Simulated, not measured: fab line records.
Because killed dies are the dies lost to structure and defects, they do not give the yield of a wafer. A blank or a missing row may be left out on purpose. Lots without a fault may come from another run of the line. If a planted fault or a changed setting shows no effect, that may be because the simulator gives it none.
2 desks looking at one fault + flow sky130 + every desk sees just its own numbers, and what lay behind them comes last

## AT THE METROLOGY DESK
What the gauges read for every lot (on any tool): the sampled wafers with a number, averaged. Any lot whose mean is over 4 standard deviations away from the usual mean is out of limits and marked OUT; that distance is given in the brackets.
Columns: A = LI_CONTACT_BOW at SKY_LI_CONTACT_BOW_MEAS_03, usual 55 um; B = LOCAL_INTERCONNECT_TIN_RS at SKY_LOCAL_INTERCONNECT_RS_MEAS_01, usual 14.18 ohm/sq
| lot  | first seen here | A  | B     |
|------|-----------------|----|-------|
| L598 | day 28 13:17    | 53 | 14.21 |
| L599 | day 29 02:56    | 61 | 14.45 |
| L604 | day 30 20:16    | 52 | 14.03 |
| L607 | day 32 04:01    | 58 | 14.18 |
| L611 | day 33 11:51    | 54 | 14.26 |
| L612 | day 33 17:59    | 52 | 14.22 |
| L614 | day 34 00:38    | 56 | 14.35 |
| L616 | day 34 20:52    | 57 | 14.33 |
| L618 | day 35 09:16    | 60 | 14.30 |
| L619 | day 35 11:59    | 55 | 14.20 |
| L620 | day 35 13:20    | 47 | 14.20 |
This desk's finding: nothing out of limits on any of the 11 lots.

## DESK OF THE TOOL OWNER: rie diel-01
The tool's own readings at SKY_LI_CONTACT_ETCH_15 (etches PSG in C4F8/O2/Ar, stops on Si, target depth 600 nm): means of the sampled wafers that have a number, for each lot that ran on this tool. Any lot whose mean is over 4 standard deviations away from the usual mean is out of limits and marked OUT; that distance is given in the brackets.
Columns: A = chamber pressure mTorr at SKY_LI_CONTACT_ETCH_15, usual 40.00 mTorr; B = oes product au at SKY_LI_CONTACT_ETCH_15, usual 0.836 a.u.
| lot  | first seen here | A     | B               |
|------|-----------------|-------|-----------------|
| L604 | day 32 01:06    | 40.03 | 0.785 (-11) OUT |
| L619 | day 36 14:32    | 39.98 | 0.840           |
This desk's verdict: out of limits on L604, starting with L604 at day 32 01:06 (oes product au at SKY_LI_CONTACT_ETCH_15). L619 stayed within limits.

## TAKEN TOGETHER
At day 32 01:06, on L604, the tool owner's desk was in a position to raise an alarm.
Metrology desk: nothing out of limits seen.
The metrology desk has L604 on record, within its limits.
Of the lots named, all ran SKY_LI_CONTACT_ETCH_15 on rie diel-01.

## WHAT THE SIMULATOR HAD PUT IN
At SKY_LI_CONTACT_ETCH_15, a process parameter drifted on rie diel-01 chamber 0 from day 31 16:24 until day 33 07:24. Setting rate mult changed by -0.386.
Lots struck among those shown: L604.
Time in hours from fault onset to the first out-of-limits reading at each desk: the tool owner's desk, 9.
